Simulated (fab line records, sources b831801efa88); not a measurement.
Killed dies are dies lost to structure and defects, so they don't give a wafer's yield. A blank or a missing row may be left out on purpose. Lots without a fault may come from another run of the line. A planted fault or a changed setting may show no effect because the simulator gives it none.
fab line records | flow gf180mcu
record lots=14 wafers=42 last_day=34
route steps=602 shown V1@337 M2@364
lots that met no fault: from a run of the same line without faults
start_h: hours from the record's first day to the start of the lot's first wafer shown | wait_h: hours since the lot's step before | " the same as in the row above | L1.1+2: a row that stands for several wafers | - no value, or no start given | * or withheld: withheld | < > ~ a bound
route shown NAME@n: a module of which the file shows steps, and the number in the route of the first | usual: mean/standard deviation of fault-free wafers | same: alike in all rows | chamber/n: place in a boat | sites: the reading at each site | _std_site: their standard deviation | _edge_site: outer sites' mean less inner sites' | radius_mm: how far each site lies from the wafer's centre | mask NAME#n: copy n | behind: the tool/chamber that last shaped the wafer | hold: why the lot was held/for how many hours/how that ended | device: the transistor (n, p or np) that didn't switch | end of line: the same wafers' tests at the end of the route | a step without rows: its recipe alone | killed: dies lost to structure and defects at the first sort, not the wafer's yield | map: a wafer's dies, x killed, . not, _ none there
set.NAME: the setting as run; set.NAME@STEP: as run at that earlier step | model.NAME: the simulator's own value behind a step, which no gauge read
steps of the route over a sample of lots; a table a step, a row a wafer
services: from which hour (start_h, from the record's first day; less than 0 if before it) a tool's chamber was out of use, for how many hours, and why
## steps
# step GF_V1_CVD_02
# recipe material=SiO2 target_thk_nm=850 precursor=TEOS temp_c=400 time_s=94.851 rf_w=608.2
# usual heater_power_w=703/130
# columns lot.wafer tool chamber start_h wait_h heater_power_w
L736.1 pecvd-04 1 383.91 0.1 801
L736.2 " 2 " " 807
L736.6 " 0 " " 557
L738.2 pecvd-02 1 399.26 0.0 656
L738.3 " 0 " " 759
L738.5 " 1 " " 535
L739.3 pecvd-02 0 412.07 0.0 690
L739.4 " 1 " " 521
L739.5 " 0 " " 761
L742.1 pecvd-03 2 440.91 0.1 598
L742.2 " 1 " " 968
L742.3 " 0 " " 606
L743.1 pecvd-02 0 453.62 0.1 662
L743.4 " 0 " " 749
L743.6 " 2 " " 826
L745.1 pecvd-02 2 464.28 0.1 752
L745.5 " 2 " " 837
L745.6 " 1 " " 534
L748.3 pecvd-02 1 502.88 0.0 612
L748.5 " 2 " " 781
L748.6 " 1 " " 648
L750.1 pecvd-04 2 519.35 0.1 694
L750.2 " 0 " " 662
L750.3 " 1 " " 762
L751.2 pecvd-03 0 531.37 0.0 568
L751.3 " 1 " " 1049
L751.5 " 0 " " 612
L752.2 pecvd-03 0 535.67 0.0 561
L752.3 " 2 " " 616
L752.5 " 1 " " 1004
L753.2 pecvd-04 0 536.42 0.0 683
L753.4 " 0 " " 710
L753.5 " 1 " " 642
L756.1 pecvd-03 1 566.64 0.1 994
L756.4 " 1 " " 1030
L756.5 " 0 " " 565
L757.1 pecvd-02 1 567.27 0.1 680
L757.4 " 2 " " 816
L757.6 " 1 " " 514
L759.2 pecvd-03 2 581.21 0.0 575
L759.4 " 2 " " 581
L759.5 " 0 " " 511
# step GF_V1_ETCH_17
# recipe chemistry=C4F8/O2/Ar mask_material=KrF target=SiO2 stop_on=TiN source_w=1500 bias_w=1200 pressure_mtorr=40 c4f8_flow_sccm=withheld O2_flow_sccm=6 Ar_flow_sccm=300 time_s=withheld target_depth_a=6300
# usual oes_product_au=0.855/0.0044
# columns lot.wafer tool chamber start_h wait_h oes_product_au
L736.1 rie_diel-03 0 - - 0.850
L736.2 " 2 " " 0.851
L736.6 " 0 " " 0.853
L738.2 rie_diel-04 2 - - 0.862
L738.3 " 0 " " 0.864
L738.5 " 3 " " 0.850
L739.3 rie_diel-03 1 - - 0.857
L739.4 " 3 " " 0.853
L739.5 " 0 " " 0.862
L742.1 rie_diel-03 0 - - 0.859
L742.2 " 1 " " 0.856
L742.3 " 3 " " 0.852
L743.1 rie_diel-01 0 - - 0.852
L743.4 " 2 " " 0.857
L743.6 " 2 " " 0.853
L745.1 rie_diel-03 3 - - 0.856
L745.5 " 3 " " 0.855
L745.6 " 0 " " 0.861
L748.3 rie_diel-04 0 - - 0.859
L748.5 " 3 " " 0.851
L748.6 " 0 " " 0.852
L750.1 rie_diel-01 3 - - 0.856
L750.2 " 1 " " 0.858
L750.3 " 0 " " 0.856
L751.2 rie_diel-01 0 - - 0.850
L751.3 " 2 " " 0.853
L751.5 " 0 " " 0.854
L752.2 rie_diel-03 2 - - 0.861
L752.3 " 3 " " 0.858
L752.5 " 0 " " 0.851
L753.2 rie_diel-01 3 - - 0.853
L753.4 " 0 " " 0.845
L753.5 " 3 " " 0.854
L756.1 rie_diel-01 0 - - 0.853
L756.4 " 0 " " 0.848
L756.5 " 3 " " 0.858
L757.1 rie_diel-03 1 - - 0.860
L757.4 " 2 " " 0.855
L757.6 " 3 " " 0.860
L759.2 rie_diel-04 0 - - 0.863
L759.4 " 3 " " 0.858
L759.5 " 2 " " 0.860
# step GF_V1_STRIP_18
# recipe chemistry=O2/N2 power_w=1400 pressure_mtorr=1500 platen_temp_c=250 o2_flow_sccm=3000 n2_flow_sccm=300 overash_fraction=0.5
# usual chamber_pressure_mTorr=1499.8/1.2 drypump_motor_current_A=5.65/0.18 heater_power_w=364/34 n2_flow_sccm=300.0/0.96 oes_product_au=0.592/0.0048
# columns lot.wafer tool chamber start_h wait_h chamber_pressure_mTorr drypump_motor_current_A heater_power_w n2_flow_sccm oes_product_au rf_hours_counter_h
L736.1 plasma_asher-03 1 407.80 - 1500.3 5.51 373 297.9 0.589 66
L736.2 " 0 " " 1498.8 5.87 338 299.6 0.584 66
L736.6 " 0 " " 1501.3 5.85 326 301.7 0.594 -
L738.2 plasma_asher-02 0 423.62 - 1501.2 5.44 397 300.7 0.597 23
L738.3 " 1 " " 1498.2 5.58 420 300.2 0.590 -
L738.5 " 0 " " 1499.9 5.46 400 301.4 0.594 -
L739.3 plasma_asher-01 1 436.08 - 1500.2 5.62 314 300.0 0.593 -
L739.4 " 0 " " 1499.0 5.90 359 300.1 0.596 -
L739.5 " 1 " " 1498.9 5.62 308 299.9 0.599 -
L742.1 plasma_asher-01 1 466.40 - 1498.4 5.60 308 299.3 0.591 4
L742.2 " 0 " " 1497.7 5.90 367 301.3 0.594 4
L742.3 " 0 " " 1497.9 5.91 365 301.3 0.592 -
L743.1 plasma_asher-03 0 478.27 - - - - - - -
L743.4 " 0 " " - - - - - -
L743.6 " 0 " " - - - - - -
L745.1 plasma_asher-03 0 489.42 - - - - - - -
L745.5 " 0 " " - - - - - -
L745.6 " 1 " " - - - - - -
L748.3 plasma_asher-03 1 526.90 - 1498.9 5.55 368 301.2 0.583 -
L748.5 " 0 " " 1500.1 5.87 327 299.1 0.588 -
L748.6 " 1 " " 1500.5 5.50 364 300.1 0.586 -
L750.1 plasma_asher-03 1 543.00 - 1499.3 5.47 372 299.3 0.587 79
L750.2 " 0 " " 1499.5 5.89 325 299.0 0.596 79
L750.3 " 1 " " 1500.3 5.48 368 300.2 0.586 -
L751.2 plasma_asher-03 0 554.40 - 1499.6 5.85 331 301.5 0.590 80
L751.3 " 0 " " 1499.5 5.86 329 300.4 0.602 -
L751.5 " 0 " " 1500.2 5.87 336 302.7 0.592 -
L752.2 plasma_asher-03 0 558.30 - 1499.9 5.85 331 300.5 0.594 81
L752.3 " 1 " " 1499.5 5.47 370 299.9 0.588 -
L752.5 " 1 " " 1502.1 5.48 368 300.3 0.590 -
L753.2 plasma_asher-01 0 559.90 - 1499.5 5.90 367 301.7 0.593 14
L753.4 " 1 " " 1500.1 5.61 305 301.4 0.594 -
L753.5 " 0 " " 1499.9 5.90 364 299.2 0.596 -
L756.1 plasma_asher-02 1 588.85 - 1500.1 5.60 418 300.6 0.600 40
L756.4 " 1 " " 1500.9 5.58 411 301.0 0.593 -
L756.5 " 0 " " 1499.2 5.47 388 300.1 0.591 -
L757.1 plasma_asher-02 0 589.85 - 1497.9 5.43 392 299.4 0.593 40
L757.4 " 0 " " 1499.5 5.45 385 300.8 0.588 -
L757.6 " 0 " " 1499.3 5.45 394 299.7 0.589 -
L759.2 plasma_asher-03 1 603.82 - 1501.1 5.51 375 299.4 0.591 86
L759.4 " 0 " " 1503.4 5.85 323 299.0 0.597 -
L759.5 " 0 " " 1498.9 5.86 331 300.8 0.589 -
# step GF_M2_SPUTTER_02
# recipe material=AlCu target_thk_nm=450 power_w=10600 time_s=23.9 chamber_pressure_pa=0.4
# usual throttle_valve_pct=30.3/1.1
# columns lot.wafer tool chamber start_h wait_h throttle_valve_pct
L736.1 pvd_sputter-01 - 409.16 0.0 31.4
L736.2 " - " " 28.8
L736.6 " - " " 29.1
L738.2 pvd_sputter-01 - 424.97 0.0 29.7
L738.3 " - " " 29.1
L738.5 " - " " 29.6
L739.3 pvd_sputter-02 - 437.44 0.0 31.3
L739.4 " - " " 30.5
L739.5 " - " " 29.4
L742.1 pvd_sputter-04 - 467.79 0.0 30.1
L742.2 " - " " 30.9
L742.3 " - " " 28.5
L748.3 pvd_sputter-04 - 528.34 0.0 28.8
L748.5 " - " " 28.7
L748.6 " - " " 30.8
L750.1 pvd_sputter-02 - 544.59 0.0 29.5
L750.2 " - " " 31.1
L750.3 " - " " 31.5
L751.2 pvd_sputter-04 - 555.75 0.0 30.1
L751.3 " - " " 30.9
L751.5 " - " " 28.2
L752.2 pvd_sputter-02 - 559.65 0.0 31.0
L752.3 " - " " 31.8
L752.5 " - " " 31.1
L753.2 pvd_sputter-01 - 561.25 0.0 31.6
L753.4 " - " " 29.0
L753.5 " - " " 28.9
L756.1 pvd_sputter-04 - 590.23 0.0 29.5
L756.4 " - " " 28.5
L756.5 " - " " 29.3
L757.1 pvd_sputter-02 - 591.21 0.0 30.7
L757.4 " - " " 31.3
L757.6 " - " " 30.9
L759.2 pvd_sputter-04 - 605.20 0.0 28.1
L759.4 " - " " 30.9
L759.5 " - " " 28.4
## services
# columns tool chamber start_h hours kind
pvd_sputter-02 - 380.80 0.8 repair
rie_diel-03 - 386.72 5.6 repair
rie_diel-03 0 387.51 6.6 repair
pecvd-03 - 395.63 4.6 repair
pecvd-02 - 396.28 2.8 pm
rie_diel-03 1 406.05 5.9 repair
pvd_sputter-04 - 423.14 9.5 repair
pvd_sputter-02 - 428.46 3.7 repair
plasma_asher-03 - 430.28 0.6 repair
pvd_sputter-04 - 432.60 17.3 repair
pecvd-02 0 456.73 27.0 repair
pecvd-03 - 459.70 1.2 repair
rie_diel-01 3 460.03 15.6 repair
rie_diel-03 3 471.06 8.6 repair
pvd_sputter-02 - 480.82 3.8 repair
rie_diel-03 1 501.32 5.1 repair
pecvd-02 - 531.48 2.8 repair
pecvd-02 1 535.08 22.9 repair
rie_diel-03 - 544.86 2.8 pm
rie_diel-03 0 562.73 1.8 repair
rie_diel-01 1 587.65 4.0 repair
pecvd-02 - 591.12 14.0 pm
pecvd-03 - 592.30 14.6 pm
pecvd-02 - 594.95 1.4 repair
## key
first_sign step=GF_V1_STRIP_18 reading=tool_record direction=missing
effect none on later readings
met_at GF_V1_STRIP_18
struck_lots L743,L745
later_rows_left_out L743.1,L743.4,L743.6,L745.1,L745.5,L745.6
sort_left_out L743.1,L743.4,L743.6,L745.1,L745.5,L745.6
not_acting_at GF_V1_CVD_02,GF_V1_ETCH_17,GF_M2_SPUTTER_02
onset_between 407.80 478.27
fault kind=skipped_step_whole tool=plasma_asher-03 chamber=- onset_h=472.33 steps=GF_V1_STRIP_18 scope=struck_lots_only
# sort_left_out: the simulated sort isn't trusted on such a fault, so these wafers' sort isn't shown, and their yield isn't known
# later_rows_left_out: the simulator's readings of these wafers behind a module that went badly wrong aren't trusted and aren't shown, but for the sort
